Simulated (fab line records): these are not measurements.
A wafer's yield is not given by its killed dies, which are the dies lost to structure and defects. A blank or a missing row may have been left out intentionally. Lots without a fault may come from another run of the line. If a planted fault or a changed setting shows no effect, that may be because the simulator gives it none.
One fault seen from 2 desks -- flow sky130 -- every desk sees just its own numbers, and what lay behind them comes last

## THE METROLOGY DESK
Lot by lot, what the gauges showed, no matter which tool ran the lot: averages of those sampled wafers that carry a number. A lot is out of limits, marked OUT, if its mean lies more than 4 standard deviations from the usual mean; the brackets give that distance.
Columns: A = cd nm at SKY_SD_N_CD_MEAS_07, usual 380.1 nm; B = SD_N_OVL at SKY_SD_N_OVL_MEAS_08, usual 0.6 nm; C = SD_N_TW at SKY_SD_N_TW_MEAS_12, usual 3972
lot,first seen here,A,B,C
L265,day 28 04:34,378.3,0.1,3993
L273,day 31 12:53,380.4,1.4,3966
L277,day 32 07:31,380.3,0.8,3970
L279,day 32 17:32,379.3,0.5,3926
L284,day 34 13:01,382.7,1.8,3979
L286,day 34 17:20,377.6,-0.4,3940
This desk's finding: nothing out of limits on any of the 6 lots.

## DESK OF THE TOOL OWNER: rtp anneal-01
At SKY_SD_N_RTA_14 (time 2 s), the tool's own readings, given per lot that ran on this tool as the mean of the sampled wafers with a number. A lot is out of limits, marked OUT, if its mean lies more than 4 standard deviations from the usual mean; the brackets give that distance.
Columns: A = lamp power pct at SKY_SD_N_RTA_14, usual 15.73 %; B = ramp down c per s at SKY_SD_N_RTA_14, usual 90.001; C = wafer_temp_C_max at SKY_SD_N_RTA_14, usual 1078.1
lot,first seen here,A,B,C
L265,day 28 05:13,15.76,90.002,1077.6
L277,day 32 08:10,15.73,36.004 (-99 or more) OUT,1077.9
L279,day 32 18:12,15.74,35.997 (-99 or more) OUT,1078.9
This desk finds L277, L279 out of limits, L277 being first, at day 32 08:10 (ramp down c per s at SKY_SD_N_RTA_14). L265: within limits.

## TAKEN TOGETHER
The tool owner's desk had the chance to raise an alarm at day 32 08:10 on L277, L279.
At the metrology desk, nothing out of limits was observed.
The metrology desk has L277, L279 on record, within its limits.
All the named lots went through SKY_SD_N_RTA_14 on rtp anneal-01.

## WHAT HAD BEEN PUT IN BY THE SIMULATOR
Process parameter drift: rtp anneal-01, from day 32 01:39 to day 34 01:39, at SKY_SD_N_RTA_14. Setting ramp down c per s shifted by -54 from 90. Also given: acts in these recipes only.
Shown lots that were struck: L277, L279.
Delay in hours, fault start to first out-of-limits reading, by desk: the tool owner's desk at 7.
